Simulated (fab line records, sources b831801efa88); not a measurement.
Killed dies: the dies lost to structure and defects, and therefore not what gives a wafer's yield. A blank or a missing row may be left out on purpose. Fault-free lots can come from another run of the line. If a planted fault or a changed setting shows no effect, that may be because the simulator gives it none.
Code-filled problem report in 8D (eight disciplines) form :: flow gf180mcu :: the parts of the form that need people (team, actions taken, sign-off) are left out

## 1. THE ISSUE
Mean of heater_power_total_W at GF_V4_SOFTBAKE_10: 95.48 W across 6 wafers in 2 lots; on wafers with no fault it is 93.05 W (standard deviation 0.062). Measured from the usual mean, that is +39 standard deviations.
The step: time 60 s.
First observed at day 27 23:00: wafer L542.1, on litho_track-04. The record has a number at this step for 39 wafers belonging to 13 lots. By rule, "out" or "out of limits" means more than 4 standard deviations away from the usual mean. All remaining wafers that have a number are taken as sound.

## 2. WHAT IT IS, AND WHAT IT ISN'T
question: which readings at this step
is: heater_power_total_W, run_length_s
is not: -

question: which lots
is: L542, L544
is not: L530, L531, L532, L535, L536, L545, L546, L548, L549, L550, L553

question: which wafers of those lots
is: all that have a number
is not: -

question: read on which tools
is: litho_track-04
is not: litho_track-02, litho_track-03

question: when
is: from day 27 23:00
is not: up to then (15 sound wafers); but 18 sound wafers of L545, L546, L548, L549, L550, L553 came after

## 3. THE SUSPECTS, EACH WITH WHAT RULES IT OUT
Counting: a tool at a process step up to the reading stays a suspect if it ran every lot that is out and no sound lot after the first of them.
- litho_track-04 at GF_V4_SOFTBAKE_10 (time 60 s): kept. Every lot that is out went through it, starting with L542 (day 27 23:00), and after that it ran no sound lot; the last sound lot it ran before then is L535 (day 25 19:00). Its own readings are out on those wafers: heater_power_total_W, run_length_s.
After counting, what remains is litho_track-04 at GF_V4_SOFTBAKE_10.

## 4. THE CAUSE (what the simulator had put in)
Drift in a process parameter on litho_track-04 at GF_V4_SOFTBAKE_10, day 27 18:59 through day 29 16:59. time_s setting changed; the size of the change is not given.
Only this tool survived the counting.

## 5. THE CHAIN OF EFFECTS, in route order
Each row: a reading where the mean over the struck wafers with a number is more than 3 standard deviations away from the usual. Only readings whose record carries a usual standard deviation are examined. hours: median over the lots of the time between each lot's start at the first step of this table that gives one and its start at this step. sigmas: the change, counted in usual standard deviations.
hours: 0
step: GF_V4_SOFTBAKE_10
reading: heater_power_total_W
usual: 93.05 W
on struck wafers: 95.48
change: +2.43
sigmas: +39

hours: 0
step: GF_V4_SOFTBAKE_10
reading: run_length_s
usual: 88.97 s
on struck wafers: 84.66
change: -4.31
sigmas: -33
The process steps in it:
- GF_V4_SOFTBAKE_10: time 60 s.

## 6. WHAT WOULD HAVE CAUGHT IT SOONER
In this record no reading fell out of limits until day 27 23:00, 4 hours after the fault had begun at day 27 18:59.
